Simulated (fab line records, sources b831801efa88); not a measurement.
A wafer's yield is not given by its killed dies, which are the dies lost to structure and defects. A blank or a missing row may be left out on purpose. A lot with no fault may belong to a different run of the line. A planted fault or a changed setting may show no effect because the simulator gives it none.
Problem report, 8D (eight disciplines) form, completed by code | flow gf180mcu | the parts of the form that need people (team, actions taken, sign-off) are left out

1. THE PROBLEM
Wafers free of any fault read 46.15 ohm/sq (standard deviation 0.11) for NSD_RS at GF_PSD_RS_MEAS_14, against a mean of 44.58 ohm/sq on 3 wafers of 3 lots. That is -14 standard deviations from the usual mean.
The step: measures by four-point-probe.
Earliest sighting: wafer L268.3 on film metro-04 at day 17 01:23. Wafers with a number at this step in the record: 39, from 14 lots. Rule for "out", or "out of limits": more than 4 standard deviations from the usual mean. All remaining wafers that have a number are taken as sound.

2. WHAT IT IS AND WHAT IT IS NOT
question                    | is                                          | is not
which readings at this step | NSD_RS                                      | -
which lots                  | L268, L270, L272                            | L260, L261, L263, L265, L274, L275, L278, L279, L280, L281, L282
which wafers of those lots  | L268.3, L270.1, L272.3                      | L268.2, L270.2, L272.2
read on which gauges        | film metro-01, film metro-02, film metro-04 | -
when                        | from day 17 01:23                           | up to then (13 sound wafers); but 23 sound wafers of L270, L272, L274, L275, L278, L279, L280, L281, L282 came after

3. SUSPECTS, AND WHAT RULES EACH OUT
Counting: any tool at a process step up to the reading remains a suspect provided it ran every lot that is out. Sound lots after the first of them don't rule it out here, since some wafers of a struck lot are sound.
- the gauge at GF_PSD_RS_MEAS_14 is ruled out. 3 gauges (film metro-01, film metro-02, film metro-04) read the wafers that are out.
- rtp anneal-02 at GF_PSD_RTA_13 (time 20 s): kept. It processed each lot that is out (first: L268, day 17 01:18); up to then, its last sound lot is L265 (day 15 17:25). Its own readings are out on those wafers: run length s.
Left after counting: rtp anneal-02 at GF_PSD_RTA_13.

4. THE CAUSE (what the simulator had put in)
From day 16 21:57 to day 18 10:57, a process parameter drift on rtp anneal-02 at GF_PSD_RTA_13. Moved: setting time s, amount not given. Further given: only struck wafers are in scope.
Only this tool survived the counting.

5. THE CHAIN OF EFFECTS, in route order
Each row: a reading whose mean over the struck wafers that have a number lies more than 3 standard deviations from the usual. Readings are gone through only where the record gives a usual standard deviation; hours: the median, over the lots, of the time from a lot's start at the first step in this table giving one to that lot's start at this step; sigmas: the change measured in usual standard deviations.
hours | step              | reading      | usual        | on struck wafers | change | sigmas
0     | GF_PSD_RTA_13     | run length s | 49.02 s      | 56.04            | +7.02  | +31
0     | GF_PSD_RS_MEAS_14 | NSD_RS       | 46.15 ohm/sq | 44.58            | -1.57  | -14
0     | GF_PSD_RS_MEAS_15 | PSD_RS       | 108.6 ohm/sq | 105.1            | -3.5   | -10
It contains these process steps:
- GF_PSD_RTA_13: time 20 s.

6. WHAT WOULD HAVE CAUGHT IT SOONER
Counted from the fault's start at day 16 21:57, it took 3 hours until the first out-of-limits reading at a measuring or inspecting step in this record, taken at day 17 01:23.
Tool's own readings at GF_PSD_RTA_13, run length s: out on all struck wafers the step has rows for; an alarm limit on them would have tripped on the first.
Lots out: 3; of these, L270, L272 started GF_PSD_RTA_13 on rtp anneal-02 after day 17 01:23. A hold on the tool at that time would have spared those 2.
